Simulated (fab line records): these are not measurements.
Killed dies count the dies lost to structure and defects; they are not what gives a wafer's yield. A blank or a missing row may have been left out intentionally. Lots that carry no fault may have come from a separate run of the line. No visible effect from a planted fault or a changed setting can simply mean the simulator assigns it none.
8D (eight disciplines) problem report, filled in by code + flow gf180mcu + the parts of the form that need people (team, actions taken, sign-off) are left out

## 1. WHAT WENT WRONG
Mean of time-to-endpoint-s at GF_V1_CMP_04: 108 s across 6 wafers in 2 lots; on wafers with no fault it is 80 s (standard deviation 5.1). Relative to the usual mean, that is a shift of +5.5 standard deviations.
The step: polishes SiO2.
Seen first at day 22 13:06 on cmp-02, wafer L582.3. The record holds 36 wafers of 12 lots with a number at this step. Rule for "out", or "out of limits": more than 4 standard deviations from the usual mean. The rest of the wafers with a number are treated as sound.

## 2. WHAT IT IS, AND WHAT IT ISN'T
| question                    | is                     | is not                                                                    |
|-----------------------------|------------------------|---------------------------------------------------------------------------|
| which readings at this step | time-to-endpoint-s     | motor-current-A                                                           |
| which lots                  | L582, L584             | L568, L569, L571, L574, L575, L577, L578, L581, L587, L590                |
| which wafers of those lots  | all that have a number | -                                                                         |
| read on which tools         | cmp-02                 | cmp-01                                                                    |
| when                        | from day 22 13:06      | up to then (24 sound wafers); but 6 sound wafers of L587, L590 came after |

## 3. SUSPECTS, AND WHAT RULES EACH OUT
Counting: any tool at a process step up to the reading is kept as a suspect provided that every lot that is out went through it and no sound lot did after the first of them.
- cmp-02 at GF_V1_CMP_04 (polishes SiO2): kept. It ran every lot that is out, first L582 (day 22 13:06), and no sound lot after that; its last sound lot up to then is L577 (day 21 14:43). Out on those wafers are its own readings of time-to-endpoint-s.
The count leaves cmp-02 at GF_V1_CMP_04.

## 4. THE CAUSE (what the simulator had put in)
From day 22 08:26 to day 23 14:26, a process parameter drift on cmp-02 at GF_V1_CMP_04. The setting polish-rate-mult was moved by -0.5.
After counting, this tool was the only one left.

## 5. THE EFFECT CHAIN, in route order
Each row: a reading where the mean over the struck wafers with a number is more than 3 standard deviations away from the usual. Only readings whose record carries a usual standard deviation are examined. hours: median over the lots of the time between each lot's start at the first step of this table that gives one and its start at this step. sigmas: the change, counted in usual standard deviations.
| hours | step          | reading            | usual      | on struck wafers | change | sigmas |
|-------|---------------|--------------------|------------|------------------|--------|--------|
| 0     | GF_V1_CMP_04  | time-to-endpoint-s | 80 s       | 108              | +28    | +5.5   |
| -     | GF_V1_ETCH_17 | oes-product-au     | 0.856 a.u. | 0.914            | +0.058 | +12    |
Process steps it contains:
- GF_V1_CMP_04: polishes SiO2.
- GF_V1_ETCH_17: etches SiO2 in C4F8/O2/Ar, stops on TiN, target depth 630 nm.

## 6. HOW IT WOULD HAVE BEEN CAUGHT EARLIER
In this record the first reading out of limits was taken at day 22 13:06, 5 hours after the fault began at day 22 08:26.
